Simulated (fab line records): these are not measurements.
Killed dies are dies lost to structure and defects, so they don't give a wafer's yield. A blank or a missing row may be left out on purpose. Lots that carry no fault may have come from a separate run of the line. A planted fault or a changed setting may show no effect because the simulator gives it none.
Lot-split experiment -- flow gf180mcu -- 5 lots, 23 wafers read, on a route of 602 steps

THE SPLIT
At GF_CONTACT_CVD_00 (deposits SiO2, target thk 300 nm, time 50 s), the setting sih4FlowSccm was moved away from the recipe's 60 sccm on 11 of the 23 wafers read, by -9.1% to +14.9%. The other wafers ran this setting at the recipe's value.

Between the split and the reading, the file records no step.

THE READING
CONTACT_CVD_00_THK at GF_CONTACT_THK_MEAS_01, in nm. A value of 299 nm with a standard deviation of 3.1 nm is what fault-free wafers of this fab line usually give.

wafer,"tool, chamber at the split","sih4FlowSccm as run, sccm",against the recipe,"CONTACT_CVD_00_THK, nm",against lot-mates on the recipe
L080.1,"hdpcvd-01, 1",63.16,+5.3%,316,+16
L080.2,"hdpcvd-01, 0",63.16,+5.3%,320,+20
L080.3,"hdpcvd-01, 0",60,recipe,301,-
L080.5,"hdpcvd-01, 1",60,recipe,298,-
L080.6,"hdpcvd-01, 0",63.16,+5.3%,317,+18
L082.1,"hdpcvd-01, 2",60,recipe,300,-
L082.3,"hdpcvd-01, 0",63.34,+5.6%,322,+23
L082.4,"hdpcvd-01, 0",63.34,+5.6%,322,+23
L082.5,"hdpcvd-01, 1",60,recipe,299,-
L082.6,"hdpcvd-01, 2",60,recipe,297,-
L083.2,"hdpcvd-02, 0",54.53,-9.1%,270,-25
L083.3,"hdpcvd-02, 2",54.53,-9.1%,270,-25
L083.4,"hdpcvd-02, 2",60,recipe,296,-
L083.5,"hdpcvd-02, 0",54.53,-9.1%,272,-23
L083.6,"hdpcvd-02, 1",60,recipe,294,-
L084.3,"hdpcvd-02, 2",60,recipe,300,-
L084.4,"hdpcvd-02, 0",60,recipe,301,-
L084.6,"hdpcvd-02, 2",60,recipe,298,-
L085.2,"hdpcvd-01, 2",68.92,+14.9%,337,+45
L085.3,"hdpcvd-01, 0",68.92,+14.9%,344,+52
L085.4,"hdpcvd-01, 1",60,recipe,292,-
L085.5,"hdpcvd-01, 2",60,recipe,292,-
L085.6,"hdpcvd-01, 0",68.92,+14.9%,343,+51

THE FIT
A straight line over all 23 wafers: CONTACT_CVD_00_THK changes by +3.06 nm for each +1% of sih4FlowSccm; r = +0.98; the points scatter about the line by 3.8 nm.
The same after taking each lot's own level away (the mean of its wafers on the recipe; 23 wafers): +3.16 nm for each +1%; r = +0.99; scatter 2.6 nm.
Per that fit: largest sih4FlowSccm move, reading shift of 47 nm.
Across the lots, their own levels run from 292.0 to 299.7 nm, a range of 2.5 times the standard deviation given above.
So the lot-to-lot level changes the slope little: the two slopes agree.
Check: with one of the wafers moved furthest among these (+14.9%) left out of the fit, the line predicts +49.6 nm for it against its lot-mates. Against them it came out at +45 nm.

OTHER SPLITS APPLIED TO THESE WAFERS
Note: prior to the reading, these wafers also went through further splits. Each is held against what the fit with the lots' levels taken away leaves over:
other split on the same wafers,wafers away from the commonest value,r with CONTACT_CVD_00_THK (lot level and that fit taken away)
GF_HV_LDD_IMPLANT_21 doseCm2,5,+0.24
GF_HV_LDD_IMPLANT_48 doseCm2,5,+0.26
GF_HV_LDD_CVD_56 timeS,15,-0.08
GF_NSD_IMPLANT_10 doseCm2,10,+0.09
GF_SAB_COAT_04 spinRpm,10,-0.27
GF_SALICIDE_SPUTTER_03 powerW,8,+0.35

THE WHOLE CHAIN: every reading that the file lists as answering this split, in the file's order
step,what it does,reading,change (the file's fit),r (the file's)
GF_CONTACT_CVD_00,"deposits SiO2, target thk 300 nm, time 50 s","SiO2_of_CONTACT_CVD_00.thkNm (the simulator's own value, which no gauge read)",+3.28 nm for each +1% of the setting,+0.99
GF_CONTACT_THK_MEAS_01,,CONTACT_CVD_00_THK,+3.28 for each +1% of the setting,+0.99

FILE'S OWN FIT
CONTACT_CVD_00_THK changes by +3.28 nm for each +1% of sih4FlowSccm, r = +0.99.
